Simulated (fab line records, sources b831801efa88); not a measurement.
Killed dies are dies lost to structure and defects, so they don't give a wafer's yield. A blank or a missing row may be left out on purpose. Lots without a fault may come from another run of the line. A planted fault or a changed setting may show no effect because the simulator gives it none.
Which tool did it? | flow sky130 | 12 lots, 36 wafers sampled, at 2 steps of a route of 708

WHAT THE GAUGES READ, wafer by wafer
SKY_SD_N_RS_MEAS_17: measures by four-point-probe.
lot  | measured     | on            | SD_P_RS (ohm/sq)
L076 | day 28 18:05 | film_metro-01 | 147.3 147.6 147.8
L077 | day 29 01:49 | film_metro-02 | 148.1 147.3 147.5
L079 | day 29 17:53 | film_metro-02 | 146.5 146.4 146.4
L081 | day 30 12:49 | film_metro-02 | 146.8 146.8 146.9
L083 | day 31 07:25 | film_metro-03 | 146.3 146.7 146.8
L085 | day 32 03:03 | film_metro-01 | 147.4 147.4 147.0
L087 | day 32 12:43 | film_metro-01 | 147.1 146.9 147.4
L089 | day 32 23:26 | film_metro-03 | 147.1 147.4 147.1
L092 | day 33 19:44 | film_metro-03 | 146.3 146.6 146.8
L093 | day 34 16:02 | film_metro-02 | 147.0 146.8 146.5
L094 | day 35 02:17 | film_metro-03 | 147.1 146.8 146.7
L097 | day 35 12:09 | film_metro-03 | 147.1 147.0 146.9

WHICH TOOL RAN EACH LOT (tool, then ch and the chambers of the sampled wafers, then the start)
lot  | SKY_SPACER_ETCHBACK_02
L076 | rie_diel-01 ch 0,1,2, day 23 20:26
L077 | rie_diel-01 ch 0,1,2, day 24 04:20
L079 | rie_diel-04 ch 1,3, day 24 21:08
L081 | rie_diel-02 ch 2,3, day 25 18:07
L083 | rie_diel-04 ch 1,3, day 26 12:50
L085 | rie_diel-04 ch 1,2, day 27 09:31
L087 | rie_diel-04 ch 1,2, day 27 19:58
L089 | rie_diel-01 ch 1,2,3, day 28 06:07
L092 | rie_diel-02 ch 0,1,2, day 29 05:47
L093 | rie_diel-01 ch 0,1,3, day 30 04:16
L094 | rie_diel-01 ch 1,3, day 30 13:00
L097 | rie_diel-01 ch 0,1,2, day 31 01:02
- SKY_SPACER_ETCHBACK_02: etches Si3N4 in CH3F/O2, stops on SiO2, time 46.7 s, target depth 45 nm.

THE ANSWER, worked out from the rows above alone
Rule: what is usual is taken from the lots themselves. Put in order of their means at a reading, lots are off if they are a third of the lots or fewer, leave a main group of 4 or more, and stand apart from it by a gap of 3 or more times the standard deviation of the main group's means; of several such gaps the widest counts. A main group whose means are all the same, to the digits that the tables above print for the reading, isn't used. A lot without any number at a reading at which 4 lots or more have one is off too. The other lots that the step has rows for count as sound.
No lot is off at any reading shown: from this, nothing can be told.

WHAT THE SIMULATOR HAD PUT IN
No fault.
